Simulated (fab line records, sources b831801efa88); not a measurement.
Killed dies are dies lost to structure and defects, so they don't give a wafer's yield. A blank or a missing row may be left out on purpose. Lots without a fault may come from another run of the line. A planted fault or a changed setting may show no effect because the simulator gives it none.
A struck lot beside a sound one | flow sky130 | 15 steps out of a route of 708
Sound: wafers L800.1, L800.2, L800.5. Struck: wafer L801.4. (L801.1, L801.3 of the same lot were not struck and are left out.) The cause comes at the end.
At each step with rows: each side's tool, then ch and its chambers, then its first start. Under that, the readings that differ: sound wafers | struck wafers | difference of the means | sigmas: that difference in standard deviations of wafers without a fault.
alike: readings whose means differ by less than 2 such deviations, and words and numbers that are the same on both sides. not compared: withheld readings, readings that some wafer has no value for, bounds like >300 that may hide the same value, and numbers for which the record gives no deviation and whose values overlap.
The two part at a step that has a row with sigmas, a row that says differs or no value, or rows on one side only. Numbers that don't overlap but have no deviation are shown without sigmas and don't part them. A reading that every wafer of one side lacks parts them only if that side has two wafers or more.

SKY_VIA1_BOW_MEAS_03:
  sound on film_metro-03, day 37 06:22; struck on film_metro-04, day 37 15:41
  alike: VIA1_BOW
then, 8 steps without rows for these wafers: SKY_VIA1_DEHYDRATE_04 (time 60 s); SKY_VIA1_HMDS_05 (prime time 60 s); SKY_VIA1_COAT_06 (resist thk 60 nm); SKY_VIA1_COAT_07 (resist thk 450 nm); SKY_VIA1_SOFTBAKE_08 (time 90 s); SKY_VIA1_EXPOSE_09 (exposes mask VIM, target cd 150 nm); SKY_VIA1_PEB_10; SKY_VIA1_DEVELOP_11 (develop time 60 s).
SKY_VIA1_CD_MEAS_12: target cd 150 nm.
  sound on cd_sem-02, day 38 07:35; struck on cd_sem-01, day 38 16:29
  alike: cd_nm
SKY_VIA1_OVL_MEAS_13:
  sound on overlay-01, day 38 07:42; struck on overlay-02, day 38 16:36
  alike: VIA1_OVL
SKY_VIA1_ETCH_14: etches BARC in N2/H2, stops on SiO2, time 45.9 s, target depth 60 nm.
  sound on rie_diel-04 ch 0,1,2, day 38 07:44; struck on rie_diel-04 ch 3, day 38 16:38
  alike: chamber_pressure_mTorr, drypump_motor_current_A, n2_flow_sccm, oes_product_au, rf_fwd_power_W, throttle_valve_pct
  not compared: rf_hours_counter_h
SKY_VIA1_ETCH_15: etches SiO2 in C4F8/O2/Ar, stops on TiN, target depth 351 nm, time 54 s.
  sound on rie_diel-04 ch 0,1,2, day 38 07:46; struck on rie_diel-04 ch 3, day 38 16:40
  reading                                     | sound             | struck | difference | sigmas
  oes_product_au (a.u.)                       | 0.972 0.982 0.975 | 0.957  | -0.019     | -3
  rf_fwd_power_W (W)                          | 1483 1484 1473    | 1251   | -229       | -45
  model.VIA1.feature_depth_nm (nm)            | 340.7 346.4 344.1 | 330.5  | -13.2      |
  model.etch.depth_nm (nm)                    | 340.7 346.4 344.1 | 330.5  | -13.2      |
  model.KrF-thick_of_VIA1_COAT_07.thk_nm (nm) | 324.5 323.2 323.4 | 326.6  | +2.9       |
  alike: chamber_pressure_mTorr
  not compared: rf_hours_counter_h
SKY_VIA1_STRIP_16: strips in O2/N2.
  sound on plasma_asher-04 ch 0,1, day 38 07:49; struck on plasma_asher-03 ch 0, day 38 16:43
  reading                        | sound                | struck | difference | sigmas
  chamber_pressure_mTorr (mTorr) | 1500.0 1501.5 1500.2 | 1497.1 | -3.5       | -3
  alike: drypump_motor_current_A, n2_flow_sccm, oes_product_au, strip_time_to_endpoint_s
  not compared: rf_hours_counter_h
-- the record jumps here: 11 days lie between the struck wafers' starts before and after (it left off in module VIA1 and takes up again in module PAD_OPEN, whose first step shown is number 708 of the route) --
SKY_PAD_OPEN_PROBE_99:
  sound on prober-01, day 49 05:12; struck on prober-01, day 49 10:26
  reading            | sound    | struck | difference | sigmas
  killed_at_M4_up    | 1 2 2    | 5      | +3         | +2
  killed_at_contacts | 23 28 34 | 11     | -17        | -3
  killed_open        | 54 55 52 | 30     | -24        | -3
  alike: defect_limited_yield, killed_at_M0_to_M3, killed_at_front_end, killed_at_other, killed_dies, killed_short
  not compared: model.etest.tester.sort_bin_8_pct, model.etest.tester.sort_bin_4_pct

WHERE THEY PART
First at SKY_VIA1_ETCH_15; last, within this record, at SKY_PAD_OPEN_PROBE_99.

WHY: what the simulator had put in
Process parameter drift: rie_diel-04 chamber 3, from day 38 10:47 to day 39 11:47, at SKY_VIA1_ETCH_15. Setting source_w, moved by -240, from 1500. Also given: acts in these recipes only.
